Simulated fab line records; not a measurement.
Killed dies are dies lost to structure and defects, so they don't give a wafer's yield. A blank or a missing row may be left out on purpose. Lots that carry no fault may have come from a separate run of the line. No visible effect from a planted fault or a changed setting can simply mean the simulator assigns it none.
Which of the tools did it? + flow gf180mcu + Sampling: 10 lots, 30 wafers, 5 of 602 route steps

WHAT THE GAUGES READ, wafer by wafer
GF_STI_BOW_MEAS_00.
| lot  | measured    | on            | INCOMING_BOW (um) |
|------|-------------|---------------|-------------------|
| L986 | day 1 20:00 | film-metro-03 | -15 0 4           |
| L989 | day 2 11:01 | film-metro-03 | 0 5 7             |
| L990 | day 2 16:00 | film-metro-02 | 5 5 -2            |
| L991 | day 2 21:00 | film-metro-01 | -5 -3 6           |
| L992 | day 3 02:01 | film-metro-02 | 8 7 2             |
| L993 | day 3 07:00 | film-metro-01 | -9 -3 -3          |
| L994 | day 3 12:00 | film-metro-03 | -2 -2 -3          |
| L103 | day 5 09:04 | film-metro-01 | -3 -5 0           |
| L106 | day 6 00:01 | film-metro-01 | 11 2 4            |
| L107 | day 6 05:00 | film-metro-01 | 7 -3 11           |

GF_VT_IMPLANT_TW_MEAS_43.
| lot  | measured     | on            | VT_IMPLANT_4_TW |
|------|--------------|---------------|-----------------|
| L986 | day 8 01:44  | film-metro-03 | 684 693 689     |
| L989 | day 8 21:26  | film-metro-01 | 710 709 716     |
| L990 | day 9 05:13  | film-metro-04 | 685 689 685     |
| L991 | day 9 10:56  | film-metro-04 | 687 689 688     |
| L992 | day 9 16:14  | film-metro-03 | 686 692 690     |
| L993 | day 10 02:10 | film-metro-03 | 695 693 694     |
| L994 | day 10 07:37 | film-metro-01 | 712 714 710     |
| L103 | day 12 20:41 | film-metro-03 | 30 30 30        |
| L106 | day 13 18:32 | film-metro-03 | 692 695 692     |
| L107 | day 14 00:10 | film-metro-03 | 694 694 699     |

WHAT TOOL EACH LOT RAN ON (gives the tool, then ch and the chambers of the sampled wafers, and finally the start)
| lot  | GF_STI_ETCH_13                    | GF_VT_IMPLANT_STRIP_31               | GF_VT_IMPLANT_STRIP_42               |
|------|-----------------------------------|--------------------------------------|--------------------------------------|
| L986 | rie-diel-04 ch 0,2,3, day 2 12:27 | plasma-asher-02 ch 0,1, day 7 10:22  | plasma-asher-02 ch 0,1, day 8 01:38  |
| L989 | rie-diel-03 ch 0,1,3, day 3 03:36 | plasma-asher-04 ch 0,1, day 8 04:28  | plasma-asher-04 ch 0,1, day 8 21:19  |
| L990 | rie-diel-03 ch 1,2,3, day 3 08:43 | plasma-asher-02 ch 0,1, day 8 12:02  | plasma-asher-04 ch 0,1, day 9 05:07  |
| L991 | rie-diel-03 ch 1,2,3, day 3 13:45 | plasma-asher-04 ch 0,1, day 8 17:40  | plasma-asher-02 ch 0,1, day 9 10:50  |
| L992 | rie-diel-04 ch 0,1, day 3 18:43   | plasma-asher-02 ch 0, day 8 23:13    | plasma-asher-01 ch 0,1, day 9 16:07  |
| L993 | rie-diel-03 ch 0,2,3, day 4 00:51 | plasma-asher-01 ch 0,1, day 9 09:16  | plasma-asher-01 ch 0, day 10 02:04   |
| L994 | rie-diel-04 ch 0,1,3, day 4 04:48 | plasma-asher-04 ch 0,1, day 9 13:49  | plasma-asher-02 ch 0,1, day 10 07:31 |
| L103 | rie-diel-04 ch 0,1,3, day 6 02:51 | plasma-asher-04 ch 0,1, day 12 01:00 | plasma-asher-04 ch 0,1, day 12 20:36 |
| L106 | rie-diel-03 ch 0,3, day 6 19:16   | plasma-asher-02 ch 0,1, day 12 22:02 | plasma-asher-01 ch 0,1, day 13 18:26 |
| L107 | rie-diel-02 ch 0,1,2, day 7 00:15 | plasma-asher-01 ch 0,1, day 13 04:08 | plasma-asher-02 ch 0,1, day 14 00:04 |
- GF_STI_ETCH_13: etches the open film in CHF3/O2, stops on Si, target depth 282.31 nm, time 112.9 s.
- GF_VT_IMPLANT_STRIP_31: strips in O2/N2.
- GF_VT_IMPLANT_STRIP_42: strips in O2/N2.

AS READ BY THE TOOLS THEMSELVES (means over the sampled wafers that have a number; for cases with no such wafer, the mark the record gives instead)
GF_STI_ETCH_13.
| lot  | tool        | chamber-pressure-mTorr (mTorr) | chf3-flow-sccm (sccm) | drypump-motor-current-A (A) | oes-product-au (a.u.) | throttle-valve-pct (%) |
|------|-------------|--------------------------------|-----------------------|-----------------------------|-----------------------|------------------------|
| L986 | rie-diel-04 | 40.03                          | 50.00                 | 6.1                         | 0.838                 | 8.809                  |
| L989 | rie-diel-03 | 39.99                          | 49.90                 | 6.1                         | 0.832                 | 8.806                  |
| L990 | rie-diel-03 | 40.03                          | 50.01                 | 6.0                         | 0.832                 | 8.809                  |
| L991 | rie-diel-03 | 40.03                          | 50.04                 | 6.0                         | 0.833                 | 8.815                  |
| L992 | rie-diel-04 | 39.96                          | 49.99                 | 5.6                         | 0.835                 | 8.812                  |
| L993 | rie-diel-03 | 40.01                          | 50.12                 | 5.8                         | 0.829                 | 8.808                  |
| L994 | rie-diel-04 | 39.99                          | 49.93                 | 5.8                         | 0.830                 | 8.815                  |
| L103 | rie-diel-04 | 40.04                          | 49.97                 | 5.8                         | 0.833                 | 8.803                  |
| L106 | rie-diel-03 | 39.99                          | 49.98                 | 5.9                         | 0.839                 | 8.806                  |
| L107 | rie-diel-02 | 40.01                          | 50.07                 | 5.7                         | 0.832                 | 8.810                  |

GF_VT_IMPLANT_STRIP_31.
| lot  | tool            | chamber-pressure-mTorr (mTorr) | drypump-motor-current-A (A) | heater-power-w (W) | n2-flow-sccm (sccm) | oes-product-au (a.u.) | strip-time-to-endpoint-s (s) |
|------|-----------------|--------------------------------|-----------------------------|--------------------|---------------------|-----------------------|------------------------------|
| L986 | plasma-asher-02 | 1499                           | 6.0                         | 334                | 300.4               | 0.716                 | 12.62                        |
| L989 | plasma-asher-04 | 1499                           | 5.7                         | 290                | 300.3               | 0.720                 | 12.63                        |
| L990 | plasma-asher-02 | 1500                           | 6.1                         | 327                | 299.5               | 0.717                 | 12.72                        |
| L991 | plasma-asher-04 | 1500                           | 5.2                         | 294                | 300.7               | 0.721                 | 12.66                        |
| L992 | plasma-asher-02 | 1498                           | 6.4                         | 339                | 300.1               | 0.717                 | 12.66                        |
| L993 | plasma-asher-01 | 1501                           | 5.7                         | 328                | 300.3               | 0.721                 | 12.70                        |
| L994 | plasma-asher-04 | 1500                           | 5.2                         | 286                | 300.6               | 0.716                 | 12.63                        |
| L103 | plasma-asher-04 | 1499                           | 5.7                         | 289                | 299.6               | 0.935                 | -                            |
| L106 | plasma-asher-02 | 1500                           | 5.7                         | 335                | 299.4               | 0.717                 | 12.63                        |
| L107 | plasma-asher-01 | 1499                           | 5.7                         | 326                | 300.2               | 0.714                 | 12.67                        |

GF_VT_IMPLANT_STRIP_42.
| lot  | tool            | chamber-pressure-mTorr (mTorr) | drypump-motor-current-A (A) | heater-power-w (W) | n2-flow-sccm (sccm) | oes-product-au (a.u.) | strip-time-to-endpoint-s (s) |
|------|-----------------|--------------------------------|-----------------------------|--------------------|---------------------|-----------------------|------------------------------|
| L986 | plasma-asher-02 | 1500.3                         | 6.1                         | 340                | 299.8               | 0.718                 | 12.63                        |
| L989 | plasma-asher-04 | 1499.5                         | 5.7                         | 286                | 298.7               | 0.712                 | 12.63                        |
| L990 | plasma-asher-04 | 1500.0                         | 5.2                         | 292                | 300.6               | 0.713                 | 12.66                        |
| L991 | plasma-asher-02 | 1499.0                         | 6.0                         | 331                | 300.3               | 0.723                 | 12.67                        |
| L992 | plasma-asher-01 | 1498.3                         | 5.7                         | 332                | 299.4               | 0.714                 | 12.65                        |
| L993 | plasma-asher-01 | 1500.6                         | 5.5                         | 356                | 299.4               | 0.717                 | 12.63                        |
| L994 | plasma-asher-02 | 1499.9                         | 5.7                         | 321                | 300.3               | 0.714                 | 12.66                        |
| L103 | plasma-asher-04 | 1497.3                         | 5.2                         | 289                | 300.6               | 0.719                 | 19.00                        |
| L106 | plasma-asher-01 | 1500.1                         | 5.7                         | 333                | 300.5               | 0.719                 | 12.56                        |
| L107 | plasma-asher-02 | 1498.4                         | 6.0                         | 332                | 300.2               | 0.718                 | 12.62                        |

THE ANSWER, worked out from the rows above alone
Rule: the lots themselves supply what counts as usual. The widest of any qualifying gaps counts: lots, ordered by their means at a reading, are off when they make up no more than a third of the lots, leave a main group of 4 or more, and stand apart from it by 3 or more times the standard deviation of that group's means. If all means in a main group match to the digits the tables above print for the reading, that group is not used. A lot without any number at a reading at which 4 lots or more have one is off too. All remaining lots with rows at the step are treated as sound. The gauges are gone through in route order, then the tools' own readings, and for those a lot's mean is taken as printed above. At the first step where some lot is off, the reading lying furthest off is the one used; lots without a number count as furthest.
Off: at GF_VT_IMPLANT_TW_MEAS_43 (VT_IMPLANT_4_TW), L103. Mean 695 and standard deviation 9.2 in the main group.
If a tool, at a process step before that reading, ran all the lots that are off and no sound lot after the first of them, it fits. Not tried: the gauges at GF_VT_IMPLANT_TW_MEAS_43; whatever is off there is also off at GF_VT_IMPLANT_STRIP_31, on other tools, and gauge error can't account for it. This does not decide it: 2 tools fit, namely rie-diel-04 at GF_STI_ETCH_13 and plasma-asher-04 at GF_VT_IMPLANT_STRIP_31 and GF_VT_IMPLANT_STRIP_42.

WHAT THE SIMULATOR HAD PUT IN
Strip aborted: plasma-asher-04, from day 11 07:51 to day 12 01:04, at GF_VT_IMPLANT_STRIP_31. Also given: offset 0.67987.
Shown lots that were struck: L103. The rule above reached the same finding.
